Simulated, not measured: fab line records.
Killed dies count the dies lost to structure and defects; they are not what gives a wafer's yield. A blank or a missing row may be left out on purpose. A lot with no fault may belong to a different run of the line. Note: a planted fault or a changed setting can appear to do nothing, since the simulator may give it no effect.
Which tool is to blame? :: flow sky130 :: Sampling: 10 lots, 30 wafers, 6 of 708 route steps

WHAT EACH GAUGE READ, for each wafer
SKY_VIA1_THK_MEAS_01.
lot: L724
measured: day 33 05:27
on: film_metro-02
VIA1_HDPCVD_THK (nm): 1057 1065 1076

lot: L730
measured: day 35 19:25
on: film_metro-04
VIA1_HDPCVD_THK (nm): 1085 1065 1069

lot: L732
measured: day 35 22:09
on: film_metro-04
VIA1_HDPCVD_THK (nm): 1089 1087 1082

lot: L731
measured: day 36 02:21
on: film_metro-04
VIA1_HDPCVD_THK (nm): 1076 1073 1082

lot: L734
measured: day 36 14:17
on: film_metro-03
VIA1_HDPCVD_THK (nm): 1067 1080 1081

lot: L733
measured: day 36 21:14
on: film_metro-03
VIA1_HDPCVD_THK (nm): 1083 1082 1081

lot: L735
measured: day 36 23:30
on: film_metro-03
VIA1_HDPCVD_THK (nm): 1089 1080 1077

lot: L743
measured: day 40 02:49
on: film_metro-03
VIA1_HDPCVD_THK (nm): 1069 1055 1074

lot: L744
measured: day 40 03:08
on: film_metro-04
VIA1_HDPCVD_THK (nm): 1082 1085 1083

lot: L745
measured: day 40 22:26
on: film_metro-04
VIA1_HDPCVD_THK (nm): 1079 1060 1072

SKY_METAL2_RS_MEAS_05: measures by four-point-probe.
lot: L724
measured: day 34 10:10
on: film_metro-02
METAL2_ALCU_RS (ohm/sq): 0.1281 0.1283 0.1289

lot: L730
measured: day 36 22:56
on: film_metro-01
METAL2_ALCU_RS (ohm/sq): 0.1279 0.1268 0.1255

lot: L732
measured: day 37 01:05
on: film_metro-01
METAL2_ALCU_RS (ohm/sq): 0.1274 0.1253 0.1267

lot: L731
measured: day 37 06:17
on: film_metro-04
METAL2_ALCU_RS (ohm/sq): 0.1269 0.1287 0.1288

lot: L734
measured: day 37 18:14
on: film_metro-01
METAL2_ALCU_RS (ohm/sq): 0.1202 0.1192 0.1212 0.1204 0.1194 0.1210

lot: L733
measured: day 38 00:57
on: film_metro-01
METAL2_ALCU_RS (ohm/sq): 0.1240 0.1247 0.1240

lot: L735
measured: day 38 02:56
on: film_metro-01
METAL2_ALCU_RS (ohm/sq): 0.1212 0.1203 0.1213 0.1215 0.1207 0.1211

lot: L743
measured: day 41 05:11
on: film_metro-01
METAL2_ALCU_RS (ohm/sq): 0.1252 0.1264 0.1243

lot: L744
measured: day 41 05:38
on: film_metro-01
METAL2_ALCU_RS (ohm/sq): 0.1285 0.1286 0.1286

lot: L745
measured: day 42 00:49
on: film_metro-01
METAL2_ALCU_RS (ohm/sq): 0.1266 0.1276 0.1274

SKY_METAL2_THK_MEAS_06: measures by xrf.
lot: L724
measured: day 34 10:17
on: film_metro-02
METAL2_ALCU_THK (nm): 245 245 243

lot: L730
measured: day 36 23:03
on: film_metro-01
METAL2_ALCU_THK (nm): 246 249 253

lot: L732
measured: day 37 01:12
on: film_metro-01
METAL2_ALCU_THK (nm): 248 252 250

lot: L731
measured: day 37 06:24
on: film_metro-04
METAL2_ALCU_THK (nm): 245 242 242

lot: L734
measured: day 37 20:34
on: film_metro-01
METAL2_ALCU_THK (nm): 261 259 256 260 262 259

lot: L733
measured: day 38 01:02
on: film_metro-01
METAL2_ALCU_THK (nm): 255 253 254

lot: L735
measured: day 38 04:11
on: film_metro-01
METAL2_ALCU_THK (nm): 256 259 260 257 259 256

lot: L743
measured: day 41 05:17
on: film_metro-01
METAL2_ALCU_THK (nm): 249 249 253

lot: L744
measured: day 41 05:45
on: film_metro-01
METAL2_ALCU_THK (nm): 245 242 243

lot: L745
measured: day 42 00:56
on: film_metro-01
METAL2_ALCU_THK (nm): 248 247 249

TOOL THAT RAN EACH LOT (tool first, then ch and the chambers of the sampled wafers, then the start)
lot: L724
SKY_METAL1_DESCUM_17: rie_metal-03 ch 0,1, day 33 04:28
SKY_VIA1_CMP_24: cmp-01 ch 1,2, day 34 09:43
SKY_METAL2_SPUTTER_02: pvd_sputter-02, day 34 10:04

lot: L730
SKY_METAL1_DESCUM_17: rie_metal-03 ch 0,1, day 35 18:28
SKY_VIA1_CMP_24: cmp-02 ch 0,2,3, day 36 22:38
SKY_METAL2_SPUTTER_02: pvd_sputter-04, day 36 22:50

lot: L732
SKY_METAL1_DESCUM_17: rie_metal-04 ch 0, day 35 21:04
SKY_VIA1_CMP_24: cmp-02 ch 0,1, day 37 00:38
SKY_METAL2_SPUTTER_02: pvd_sputter-04, day 37 00:59

lot: L731
SKY_METAL1_DESCUM_17: rie_metal-01 ch 0, day 36 01:16
SKY_VIA1_CMP_24: cmp-01 ch 0,2,3, day 37 05:53
SKY_METAL2_SPUTTER_02: pvd_sputter-02, day 37 06:11

lot: L734
SKY_METAL1_DESCUM_17: rie_metal-03 ch 0, day 36 13:13
SKY_VIA1_CMP_24: cmp-02 ch 1,2, day 37 17:47
SKY_METAL2_SPUTTER_02: pvd_sputter-04, day 37 18:08

lot: L733
SKY_METAL1_DESCUM_17: rie_metal-04 ch 0,1, day 36 20:16
SKY_VIA1_CMP_24: cmp-02 ch 2,3, day 38 00:27
SKY_METAL2_SPUTTER_02: pvd_sputter-02, day 38 00:48

lot: L735
SKY_METAL1_DESCUM_17: rie_metal-03 ch 0, day 36 22:26
SKY_VIA1_CMP_24: cmp-02 ch 0,1, day 38 02:28
SKY_METAL2_SPUTTER_02: pvd_sputter-04, day 38 02:49

lot: L743
SKY_METAL1_DESCUM_17: rie_metal-04 ch 0,1, day 40 01:55
SKY_VIA1_CMP_24: cmp-02 ch 0,2,3, day 41 04:46
SKY_METAL2_SPUTTER_02: pvd_sputter-04, day 41 05:04

lot: L744
SKY_METAL1_DESCUM_17: rie_metal-03 ch 0,1, day 40 02:15
SKY_VIA1_CMP_24: cmp-01 ch 1,2,3, day 41 05:11
SKY_METAL2_SPUTTER_02: pvd_sputter-02, day 41 05:32

lot: L745
SKY_METAL1_DESCUM_17: rie_metal-03 ch 0,1, day 40 21:28
SKY_VIA1_CMP_24: cmp-01 ch 1,2,3, day 42 00:23
SKY_METAL2_SPUTTER_02: pvd_sputter-04, day 42 00:44
- SKY_METAL1_DESCUM_17: chemistry O2, time 8 s.
- SKY_VIA1_CMP_24: polishes, stops on SiO2, t overpolish 15 s, target thk 0 nm.
- SKY_METAL2_SPUTTER_02: material AlCu, target thk 250 nm, time 13.3 s.

AS READ BY THE TOOLS THEMSELVES (means over the sampled wafers that have a number; for cases with no such wafer, the mark the record gives instead)
SKY_METAL1_DESCUM_17.
lot: L724
tool: rie_metal-03
drypump_motor_current_A (A): 6.0
oes_product_au (a.u.): 1.001

lot: L730
tool: rie_metal-03
drypump_motor_current_A (A): 6.0
oes_product_au (a.u.): 1.008

lot: L732
tool: rie_metal-04
drypump_motor_current_A (A): 5.7
oes_product_au (a.u.): 1.003

lot: L731
tool: rie_metal-01
drypump_motor_current_A (A): 5.3
oes_product_au (a.u.): 1.023

lot: L734
tool: rie_metal-03
drypump_motor_current_A (A): 5.4
oes_product_au (a.u.): 1.011

lot: L733
tool: rie_metal-04
drypump_motor_current_A (A): 5.9
oes_product_au (a.u.): 0.998

lot: L735
tool: rie_metal-03
drypump_motor_current_A (A): 5.4
oes_product_au (a.u.): 1.002

lot: L743
tool: rie_metal-04
drypump_motor_current_A (A): 5.9
oes_product_au (a.u.): 1.000

lot: L744
tool: rie_metal-03
drypump_motor_current_A (A): 5.7
oes_product_au (a.u.): 1.012

lot: L745
tool: rie_metal-03
drypump_motor_current_A (A): 6.0
oes_product_au (a.u.): 1.005

SKY_VIA1_CMP_24.
lot: L724
tool: cmp-01
motor_current_A (A): 10.9
overpolish_run_s (s): 14.995
time_to_endpoint_s (s): 64.0

lot: L730
tool: cmp-02
motor_current_A (A): 10.7
overpolish_run_s (s): 14.995
time_to_endpoint_s (s): 62.4

lot: L732
tool: cmp-02
motor_current_A (A): 10.5
overpolish_run_s (s): 15.000
time_to_endpoint_s (s): 64.4

lot: L731
tool: cmp-01
motor_current_A (A): 11.3
overpolish_run_s (s): 15.004
time_to_endpoint_s (s): 63.7

lot: L734
tool: cmp-02
motor_current_A (A): 10.5
overpolish_run_s (s): 14.996
time_to_endpoint_s (s): 63.7

lot: L733
tool: cmp-02
motor_current_A (A): 10.4
overpolish_run_s (s): 14.992
time_to_endpoint_s (s): 62.3

lot: L735
tool: cmp-02
motor_current_A (A): 10.6
overpolish_run_s (s): 14.998
time_to_endpoint_s (s): 66.2

lot: L743
tool: cmp-02
motor_current_A (A): 10.6
overpolish_run_s (s): 14.997
time_to_endpoint_s (s): 65.6

lot: L744
tool: cmp-01
motor_current_A (A): 11.0
overpolish_run_s (s): 14.992
time_to_endpoint_s (s): 63.6

lot: L745
tool: cmp-01
motor_current_A (A): 10.8
overpolish_run_s (s): 15.006
time_to_endpoint_s (s): 64.2

SKY_METAL2_SPUTTER_02.
lot: L724
tool: pvd_sputter-02
chamber_pressure_pa (Pa): 0.3996
throttle_valve_pct (%): 29.5

lot: L730
tool: pvd_sputter-04
chamber_pressure_pa (Pa): 0.4004
throttle_valve_pct (%): 30.3

lot: L732
tool: pvd_sputter-04
chamber_pressure_pa (Pa): 0.3999
throttle_valve_pct (%): 29.2

lot: L731
tool: pvd_sputter-02
chamber_pressure_pa (Pa): 0.3998
throttle_valve_pct (%): 29.4

lot: L734
tool: pvd_sputter-04
chamber_pressure_pa (Pa): 0.3263
throttle_valve_pct (%): 33.6

lot: L733
tool: pvd_sputter-02
chamber_pressure_pa (Pa): 0.4002
throttle_valve_pct (%): 29.5

lot: L735
tool: pvd_sputter-04
chamber_pressure_pa (Pa): 0.3265
throttle_valve_pct (%): 33.5

lot: L743
tool: pvd_sputter-04
chamber_pressure_pa (Pa): 0.3991
throttle_valve_pct (%): 29.2

lot: L744
tool: pvd_sputter-02
chamber_pressure_pa (Pa): 0.4005
throttle_valve_pct (%): 29.4

lot: L745
tool: pvd_sputter-04
chamber_pressure_pa (Pa): 0.4006
throttle_valve_pct (%): 30.2

THE ANSWER, worked out from the rows above alone
Rule: usual is defined by the lots themselves. The widest of any qualifying gaps counts: lots, ordered by their means at a reading, are off when they make up no more than a third of the lots, leave a main group of 4 or more, and stand apart from it by 3 or more times the standard deviation of that group's means. The tables above print the reading to a certain number of digits; a main group whose means all agree to those digits is not used. Also off: a lot with no number at a reading for which 4 or more lots have one. All remaining lots with rows at the step are treated as sound. After the gauges, taken in route order, come the tools' own readings; for these a lot's mean is taken, as printed above. At the first step where some lot is off, the reading lying furthest off is the one used; lots without a number count as furthest.
Off at SKY_METAL2_SPUTTER_02 (chamber_pressure_pa): L734, L735. The main group: mean 0.4000 Pa, standard deviation 0.00048.
A tool fits if, at that step or a process step before it, it ran every lot that is off, and no sound lot after the first of them. Not one of the candidates tried fits.

WHAT WAS PUT IN BY THE SIMULATOR
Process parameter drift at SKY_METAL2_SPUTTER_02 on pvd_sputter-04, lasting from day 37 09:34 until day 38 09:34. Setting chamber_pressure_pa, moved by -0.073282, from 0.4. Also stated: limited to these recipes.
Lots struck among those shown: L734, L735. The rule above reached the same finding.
